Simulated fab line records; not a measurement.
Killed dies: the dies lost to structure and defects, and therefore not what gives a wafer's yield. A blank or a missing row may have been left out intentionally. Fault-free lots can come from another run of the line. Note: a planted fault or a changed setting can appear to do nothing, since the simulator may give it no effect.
The same fault as seen by 2 desks ; flow sky130 ; each desk has only its own numbers; what lay behind them comes last

## TOOL OWNER'S DESK, implanter-04
SKY_LDD_LDN_IMPLANT_11, tool's own readings: per-lot mean of the sampled wafers with a number, covering each lot this tool ran. A lot is out of limits, marked OUT, if its mean lies more than 4 standard deviations from the usual mean; the brackets give that distance.
Columns: A = beamEnergyKeV at SKY_LDD_LDN_IMPLANT_11, usual 14.999
lot;first seen here;A
L449;day 23 00:46;15.004
L452;day 24 04:24;14.993
L455;day 24 23:52;15.000
L458;day 26 09:07;17.432 (+99 or more) OUT
L461;day 27 03:00;17.428 (+99 or more) OUT
This desk's verdict: out of limits on L458, L461, starting with L458 at day 26 09:07 (beamEnergyKeV at SKY_LDD_LDN_IMPLANT_11). In limits: L449, L452, L455.

## METROLOGY DESK
Means of the sampled wafers that have a number, per lot and without regard to the tool the lot ran on: this is what the gauges read. A lot is out of limits, marked OUT, if its mean lies more than 4 standard deviations from the usual mean; the brackets give that distance.
Columns: A = SPACER_CVD_00_THK at SKY_SPACER_THK_MEAS_01, usual 42.8 nm
lot;first seen here;A
L449;day 23 02:56;42.8
L450;day 23 14:00;43.4
L452;day 24 06:31;43.2
L455;day 25 01:25;42.5
L458;day 26 10:49;42.9
L461;day 27 05:07;42.5
L462;day 27 12:18;43.0
L463;day 28 06:41;42.7
L465;day 28 21:07;42.5
L468;day 29 13:41;42.5
L469;day 29 20:15;43.4
L471;day 30 23:10;42.9
L472;day 31 02:46;42.9
This desk found nothing out of limits on any of the 13 lots.

## PUT TOGETHER
The tool owner's desk could have raised an alarm at day 26 09:07, on L458, L461.
Nothing out of limits was seen by the metrology desk.
The metrology desk has L458, L461 on record, within its limits.
The lots listed all ran SKY_LDD_LDN_IMPLANT_11 on implanter-04.

## WHAT THE SIMULATOR PUT IN
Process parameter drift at SKY_LDD_LDN_IMPLANT_11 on implanter-04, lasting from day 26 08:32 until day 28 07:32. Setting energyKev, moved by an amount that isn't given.
Shown lots that were struck: L458, L461.
Time in hours from fault onset to the first out-of-limits reading at each desk: the tool owner's desk, 1.
